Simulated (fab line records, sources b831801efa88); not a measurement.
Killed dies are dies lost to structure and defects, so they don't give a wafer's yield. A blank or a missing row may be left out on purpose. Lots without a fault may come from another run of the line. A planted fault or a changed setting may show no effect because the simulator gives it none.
Which tool did it? | flow sky130 | 9 lots, 27 wafers sampled, at 6 steps of a route of 708

WHAT THE GAUGES READ, wafer by wafer
SKY_VIA1_RS_MEAS_22: measures by four-point-probe. Usual: VIA1_W_RS 0.427 ohm/sq, standard deviation 0.0052.
lot  | measured     | on            | VIA1_W_RS (ohm/sq) | flag
L569 | day 33 20:59 | film_metro-04 | 0.427 0.432 0.429  |
L570 | day 34 10:34 | film_metro-01 | 0.419 0.421 0.419  |
L572 | day 35 06:15 | film_metro-02 | 0.427 0.432 0.434  |
L574 | day 35 12:11 | film_metro-04 | 0.430 0.431 0.430  |
L576 | day 36 02:31 | film_metro-01 | 0.422 0.425 0.430  |
L577 | day 36 17:13 | film_metro-01 | 0.431 0.429 0.428  |
L579 | day 37 14:35 | film_metro-02 | 0.430 0.426 0.423  |
L587 | day 39 11:11 | film_metro-04 | 0.431 0.426 0.427  |
L592 | day 40 16:34 | film_metro-01 | 0.417 0.419 0.422  |

SKY_VIA2_RS_MEAS_22: measures by four-point-probe. Usual: VIA2_W_RS 0.2739 ohm/sq, standard deviation 0.0026.
lot  | measured     | on            | VIA2_W_RS (ohm/sq)   | flag
L569 | day 36 04:01 | film_metro-01 | 0.2748 0.2740 0.2725 |
L570 | day 36 17:14 | film_metro-02 | 0.2768 0.2759 0.2769 |
L572 | day 37 12:29 | film_metro-03 | 0.2744 0.2772 0.2765 |
L574 | day 37 17:54 | film_metro-01 | 0.2749 0.2762 0.2772 |
L576 | day 38 10:26 | film_metro-01 | 0.2755 0.2740 0.2732 |
L577 | day 38 23:13 | film_metro-02 | 0.2702 0.2714 0.2705 |
L579 | day 39 19:49 | film_metro-01 | 0.2732 0.2687 0.2699 |
L587 | day 41 14:25 | film_metro-02 | 0.2755 0.2057 0.2750 | OFF
L592 | day 42 19:43 | film_metro-01 | 0.2723 0.2764 0.2737 |

SKY_VIA2_THK_MEAS_23: measures by xrf. Usual: VIA2_W_THK 423 nm, standard deviation 7.
lot  | measured     | on            | VIA2_W_THK (nm) | flag
L569 | day 36 04:08 | film_metro-01 | 428 424 425     |
L570 | day 36 17:21 | film_metro-02 | 421 421 423     |
L572 | day 37 12:37 | film_metro-03 | 414 413 415     |
L574 | day 37 17:59 | film_metro-01 | 420 421 419     |
L576 | day 38 10:33 | film_metro-01 | 426 430 433     |
L577 | day 38 23:20 | film_metro-02 | 428 426 427     |
L579 | day 39 19:55 | film_metro-01 | 425 434 431     |
L587 | day 41 14:32 | film_metro-02 | 420 - 422       |
L592 | day 42 19:50 | film_metro-01 | 430 432 432     |

WHICH TOOL RAN EACH LOT (tool, then ch and the chambers of the sampled wafers, then the start)
lot  | SKY_CONTACT_STRIP_19                 | SKY_CONTACT_CMP_27            | SKY_VIA2_CVD_21
L569 | plasma_asher-01 ch 0,1, day 31 12:52 | cmp-01 ch 2,3, day 31 13:55   | cvd_w-02 ch 0,1, day 36 03:53
L570 | plasma_asher-01 ch 0,1, day 32 01:48 | cmp-01 ch 0,3, day 32 03:05   | cvd_w-01 ch 0, day 36 17:00
L572 | plasma_asher-03 ch 0,1, day 32 22:09 | cmp-02 ch 1,3, day 32 23:07   | cvd_w-01 ch 0,1, day 37 12:22
L574 | plasma_asher-04 ch 0,1, day 33 05:13 | cmp-02 ch 1,2, day 33 06:08   | cvd_w-01 ch 0,1, day 37 17:45
L576 | plasma_asher-04 ch 0,1, day 33 19:19 | cmp-01 ch 0,2, day 33 20:20   | cvd_w-01 ch 0,1, day 38 10:18
L577 | plasma_asher-04 ch 0,1, day 34 11:13 | cmp-02 ch 1,2,3, day 34 12:17 | cvd_w-01 ch 0,1, day 38 23:04
L579 | plasma_asher-04 ch 0,1, day 35 07:14 | cmp-01 ch 2,3, day 35 08:09   | cvd_w-02 ch 0,1, day 39 19:42
L587 | plasma_asher-04 ch 0,1, day 37 04:53 | cmp-01 ch 0,2,3, day 37 05:54 | cvd_w-01 ch 0,1, day 41 14:17
L592 | plasma_asher-03 ch 0,1, day 38 11:29 | cmp-02 ch 0,1, day 38 12:46   | cvd_w-02 ch 0,1, day 42 19:35
- SKY_CONTACT_STRIP_19: strips in O2/N2.
- SKY_CONTACT_CMP_27: polishes, stops on SiO2, t overpolish 15 s, target thk 0 nm.
- SKY_VIA2_CVD_21: deposits W, target thk 420 nm, time 126.4 s.

WHAT THE TOOLS THEMSELVES READ (means of the sampled wafers that have a number; where no wafer has one, the mark that the record gives instead)
SKY_CONTACT_STRIP_19. Usual: chamber_pressure_mTorr 1499.9 mTorr, standard deviation 1.3; drypump_motor_current_A 5.7 A, standard deviation 0.38; n2_flow_sccm 299.9 sccm, standard deviation 0.86; o2_flow_sccm 3000 sccm, standard deviation 9.1; oes_product_au 0.381 a.u., standard deviation 0.005; strip_time_to_endpoint_s 3.616 s, standard deviation 0.023.
lot  | tool            | chamber_pressure_mTorr (mTorr) | drypump_motor_current_A (A) | n2_flow_sccm (sccm) | o2_flow_sccm (sccm) | oes_product_au (a.u.) | strip_time_to_endpoint_s (s) | flag
L569 | plasma_asher-01 | 1499.6                         | 5.7                         | 299.3               | 2992                | 0.382                 | 3.633                        |
L570 | plasma_asher-01 | 1499.6                         | 5.9                         | 299.9               | 3004                | 0.383                 | 3.633                        |
L572 | plasma_asher-03 | 1499.6                         | 6.2                         | 299.7               | 2999                | 0.381                 | 3.616                        |
L574 | plasma_asher-04 | 1500.3                         | 5.6                         | 299.5               | 3003                | 0.376                 | 3.582                        |
L576 | plasma_asher-04 | 1500.0                         | 5.5                         | 300.4               | 2999                | 0.379                 | 3.592                        |
L577 | plasma_asher-04 | 1499.0                         | 5.6                         | 299.2               | 3017                | 0.378                 | 3.590                        |
L579 | plasma_asher-04 | 1500.3                         | 5.6                         | 299.2               | 3009                | 0.380                 | 3.642                        |
L587 | plasma_asher-04 | 1498.7                         | 5.5                         | 300.3               | 3004                | 0.378                 | 3.642                        |
L592 | plasma_asher-03 | 1500.6                         | 5.8                         | 299.8               | 3002                | 0.386                 | 3.618                        |

SKY_CONTACT_CMP_27. Usual: head_pressure_psi 3.500 psi, standard deviation 0.0072; motor_current_A 11.2 A, standard deviation 1.6; overpolish_run_s 14.999 s, standard deviation 0.0088; slurry_flow_ml_min 150.0, standard deviation 0.47; time_to_endpoint_s 81 s, standard deviation 3.6.
lot  | tool   | head_pressure_psi (psi) | motor_current_A (A) | overpolish_run_s (s) | slurry_flow_ml_min | time_to_endpoint_s (s) | flag
L569 | cmp-01 | 3.502                   | 11.3                | 15.004               | 149.8              | 86                     |
L570 | cmp-01 | 3.508                   | 12.4                | 15.006               | 149.6              | 84                     |
L572 | cmp-02 | 3.503                   | 10.9                | 15.001               | 149.7              | 79                     |
L574 | cmp-02 | 3.499                   | 12.1                | 14.994               | 150.2              | 74                     |
L576 | cmp-01 | 3.500                   | 10.0                | 15.003               | 150.0              | 81                     |
L577 | cmp-02 | 3.498                   | 11.3                | 15.004               | 149.6              | 77                     |
L579 | cmp-01 | 3.508                   | 12.6                | 14.995               | 149.8              | 82                     |
L587 | cmp-01 | 3.503                   | 11.1                | 14.995               | 149.7              | 81                     |
L592 | cmp-02 | 3.502                   | 11.1                | 14.997               | 150.3              | 80                     |

SKY_VIA2_CVD_21. Usual: heater_power_w 859 W, standard deviation 44.
lot  | tool     | heater_power_w (W) | flag
L569 | cvd_w-02 | 868                |
L570 | cvd_w-01 | 815                |
L572 | cvd_w-01 | 852                |
L574 | cvd_w-01 | 878                |
L576 | cvd_w-01 | 850                |
L577 | cvd_w-01 | 848                |
L579 | cvd_w-02 | 810                |
L587 | cvd_w-01 | 849                |
L592 | cvd_w-02 | 815                |

THE ANSWER, worked out from the rows above alone
Rule: a lot is off if the mean of its wafers that have a number lies more than 3 standard deviations from the usual mean. A lot without any number at a reading at which 4 lots or more have one is off too. The other lots that the step has rows for count as sound. The gauges are gone through in route order, then the tools' own readings, and for those a lot's mean is taken as printed above. The first step at which some lot is off is used, and at that step the reading that is off furthest; a lot without a number counts as furthest.
Off: L587, at SKY_VIA2_RS_MEAS_22 (VIA2_W_RS).
A tool fits if, at a process step before that reading, it ran every lot that is off, and no sound lot after the first of them. The gauges at SKY_VIA2_RS_MEAS_22 are tried like those tools. Can't be told from this: 4 tools fit, plasma_asher-04 at SKY_CONTACT_STRIP_19, cmp-01 at SKY_CONTACT_CMP_27, cvd_w-01 at SKY_VIA2_CVD_21, film_metro-02 at SKY_VIA2_RS_MEAS_22.

WHAT THE SIMULATOR HAD PUT IN
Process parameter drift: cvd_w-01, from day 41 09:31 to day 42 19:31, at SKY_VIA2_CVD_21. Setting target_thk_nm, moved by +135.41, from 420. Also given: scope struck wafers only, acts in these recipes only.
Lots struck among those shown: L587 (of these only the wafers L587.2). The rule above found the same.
